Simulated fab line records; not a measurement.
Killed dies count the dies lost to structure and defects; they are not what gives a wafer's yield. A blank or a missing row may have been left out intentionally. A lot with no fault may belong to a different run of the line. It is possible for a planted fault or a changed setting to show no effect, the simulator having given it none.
Problem report, 8D (eight disciplines) form, completed by code || flow sky130 || the parts of the form that need people (team, actions taken, sign-off) are left out

1. PROBLEM STATEMENT
SKY_METAL4_METAL_ETCH_18, oesProductAu: mean 0.716 a.u. over 1 wafer from 1 lot; wafers with no fault: 0.865 a.u., standard deviation 0.0058. Relative to the usual mean, that is a shift of -26 standard deviations.
The step: etches the open film in Cl2/BCl3, stops on SiO2, target depth 845 nm, time 183.1 s.
The first sign was on wafer L390.1 at day 45 04:10, on rieMetal-04. The record has a number at this step for 33 wafers belonging to 11 lots. By rule, "out" or "out of limits" means more than 4 standard deviations away from the usual mean. All remaining wafers that have a number are taken as sound.

2. WHAT IT IS, AND WHAT IT ISN'T
{"question": "which readings at this step", "is": "oesProductAu", "is not": "drypumpMotorCurrentA, throttleValvePct"}
{"question": "which lots", "is": "L390", "is not": "L378, L379, L380, L381, L383, L394, L395, L396, L397, L400"}
{"question": "which wafers of those lots", "is": "L390.1", "is not": "L390.2, L390.6"}
{"question": "read on which tools", "is": "rieMetal-04", "is not": "rieMetal-01, rieMetal-03"}
{"question": "when", "is": "from day 45 04:10", "is not": "up to then (17 sound wafers); but 15 sound wafers of L394, L395, L396, L397, L400 came after"}

3. THE SUSPECTS, EACH WITH WHAT RULES IT OUT
Counting: if a tool at a process step up to the reading ran every lot that is out, it stays a suspect. Sound lots after the first of them don't rule it out here, since some wafers of a struck lot are sound.
- pvdSputter-02 at SKY_METAL4_SPUTTER_03 (material Ti, target thk 5 nm, time 3.3 s): kept. L390, the lot that is out, went through it at day 43 07:08; up to then, the latest sound lot through it was L383 at day 41 13:44.
- rieMetal-04 at SKY_METAL4_METAL_ETCH_18 (etches the open film in Cl2/BCl3, stops on SiO2, target depth 845 nm, time 183.1 s): kept. L390, the lot that is out, went through it at day 45 04:10; up to then, the latest sound lot through it was L379 at day 42 04:53. Out on those wafers are its own readings of oesProductAu.
- Within rieMetal-04 at SKY_METAL4_METAL_ETCH_18, the wafers that are out were processed in chamber 0 and their sound lot-mates in chamber 1.
After counting, pvdSputter-02 at SKY_METAL4_SPUTTER_03 and rieMetal-04 at SKY_METAL4_METAL_ETCH_18 remain.

4. THE CAUSE (what the simulator had put in)
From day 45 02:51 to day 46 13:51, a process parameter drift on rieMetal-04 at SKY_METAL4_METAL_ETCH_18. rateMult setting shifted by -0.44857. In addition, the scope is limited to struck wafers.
Counting left 2 suspects, and this tool is among them.

5. SEQUENCE OF EFFECTS, ordered by route
Each row: a reading whose mean over the struck wafers that have a number lies more than 3 standard deviations from the usual. Scope: only readings with a usual standard deviation given in the record; hours: median across lots of the time from each lot's start at the first step in this table that gives one to its start at this step; sigmas: change in usual standard deviations.
{"hours": 0, "step": "SKY_METAL4_METAL_ETCH_18", "reading": "oesProductAu", "usual": "0.865 a.u.", "on struck wafers": 0.716, "change": -0.149, "sigmas": -26}
{"hours": 0, "step": "SKY_METAL4_STRIP_19", "reading": "oesProductAu", "usual": "0.503 a.u.", "on struck wafers": 0.593, "change": "+0.090", "sigmas": "+15"}
{"hours": 0, "step": "SKY_METAL4_STRIP_19", "reading": "stripTimeToEndpointS", "usual": "6.55 s", "on struck wafers": 8.86, "change": "+2.31", "sigmas": "+27"}
{"hours": 87, "step": "SKY_PAD_OPEN_PROBE_99", "reading": "defectLimitedYield", "usual": "82.9 %", "on struck wafers": 0.0, "change": -82.9, "sigmas": -49}
{"hours": 87, "step": "SKY_PAD_OPEN_PROBE_99", "reading": "killed_at_M4_up", "usual": 3.4, "on struck wafers": 407.0, "change": "+403.6", "sigmas": "+99 or more"}
{"hours": 87, "step": "SKY_PAD_OPEN_PROBE_99", "reading": "killedDies", "usual": 84, "on struck wafers": 492, "change": "+408", "sigmas": "+48"}
{"hours": 87, "step": "SKY_PAD_OPEN_PROBE_99", "reading": "killedOnRim", "usual": 16, "on struck wafers": 96, "change": "+80", "sigmas": "+21"}
{"hours": 87, "step": "SKY_PAD_OPEN_PROBE_99", "reading": "sort_bin_5_function", "usual": "10.1 %", "on struck wafers": 92.5, "change": "+82.4", "sigmas": "+59"}
{"hours": 87, "step": "SKY_PAD_OPEN_PROBE_99", "reading": "sortNPass", "usual": 408, "on struck wafers": 0, "change": -408, "sigmas": -48}
{"hours": 87, "step": "SKY_PAD_OPEN_PROBE_99", "reading": "sortYieldPct", "usual": "82.9 %", "on struck wafers": 0.0, "change": -82.9, "sigmas": -49}
It contains these process steps:
- SKY_METAL4_METAL_ETCH_18: etches the open film in Cl2/BCl3, stops on SiO2, target depth 845 nm, time 183.1 s.
- SKY_METAL4_STRIP_19: strips in O2/N2.
- SKY_PAD_OPEN_PROBE_99

6. HOW IT WOULD HAVE BEEN CAUGHT EARLIER
In this record the first reading out of limits was taken at day 45 04:10, 1 hour after the fault began at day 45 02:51.
